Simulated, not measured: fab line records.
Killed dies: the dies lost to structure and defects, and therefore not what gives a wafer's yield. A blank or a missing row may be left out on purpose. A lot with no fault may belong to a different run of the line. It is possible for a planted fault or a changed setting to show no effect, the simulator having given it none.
Problem report in the 8D (eight disciplines) form, filled by code	flow sky130	the parts of the form that need people (team, actions taken, sign-off) are left out

== 1. WHAT WENT WRONG ==
temp_c at SKY_FIELD_ISO_WET_ETCH_30 reads a mean of 36.07 C on 6 wafers of 2 lots; wafers without a fault read 25.00 C with a standard deviation of 0.11. That is +99 or more standard deviations from the usual mean.
The step: etches SiO2 in dHF, target depth 25 nm, time 50 s.
First observed at day 4 09:37: wafer L324.1, on wet_bench-03. The record has a number at this step for 18 wafers belonging to 6 lots. The rule behind "out" and "out of limits": a value lying over 4 standard deviations away from the usual mean. The other wafers with a number count as sound.

== 2. WHAT IT IS, AND WHAT IT ISN'T ==
question	is	is not
which readings at this step	temp_c, bath_heat_duty_pct	-
which lots	L324, L325	L318, L331, L334, L338
which wafers of those lots	all that have a number	-
read on which tools	wet_bench-03	wet_bench-01, wet_bench-04
when	from day 4 09:37	up to then (3 sound wafers); but 9 sound wafers of L331, L334, L338 came after

== 3. THE SUSPECTS, EACH WITH WHAT RULES IT OUT ==
Counting: any tool at a process step up to the reading is kept as a suspect provided that every lot that is out went through it and no sound lot did after the first of them.
- wet_bench-03 at SKY_FIELD_ISO_WET_ETCH_30 (etches SiO2 in dHF, target depth 25 nm, time 50 s): kept. Every lot that is out went through it, starting with L324 (day 4 09:37), and after that it ran no sound lot; the last sound lot it ran before then is L318 (day 3 02:55). On those wafers its own readings are out: bath_heat_duty_pct, temp_c.
Left after counting: wet_bench-03 at SKY_FIELD_ISO_WET_ETCH_30.

== 4. THE CAUSE (what the simulator had put in) ==
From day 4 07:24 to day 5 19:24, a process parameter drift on wet_bench-03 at SKY_FIELD_ISO_WET_ETCH_30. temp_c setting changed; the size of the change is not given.
The count eliminated every tool but this one.

== 5. THE EFFECT CHAIN, in route order ==
Rows list readings where the struck wafers' mean (over those with a number) sits beyond 3 standard deviations from the usual. Scope: only readings with a usual standard deviation given in the record; hours: median across lots of the time from each lot's start at the first step in this table that gives one to its start at this step; sigmas: change in usual standard deviations.
hours	step	reading	usual	on struck wafers	change	sigmas
0	SKY_FIELD_ISO_WET_ETCH_30	bath_heat_duty_pct	6.2 %	20.4	+14.2	+20
0	SKY_FIELD_ISO_WET_ETCH_30	temp_c	25.00 C	36.07	+11.07	+99 or more
Process steps it contains:
- SKY_FIELD_ISO_WET_ETCH_30: etches SiO2 in dHF, target depth 25 nm, time 50 s.
Later steps that measure or inspect, where all struck wafers having a row at the step show a number for every such reading and not one has moved that far: SKY_NWELL_THK_MEAS_02, SKY_DNWELL_TW_MEAS_09, SKY_PWDE_OVL_MEAS_07, SKY_PWDE_TW_MEAS_10.

== 6. WHAT WOULD HAVE CAUGHT IT SOONER ==
In this record no reading fell out of limits until day 4 09:37, 2 hours after the fault had begun at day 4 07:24.
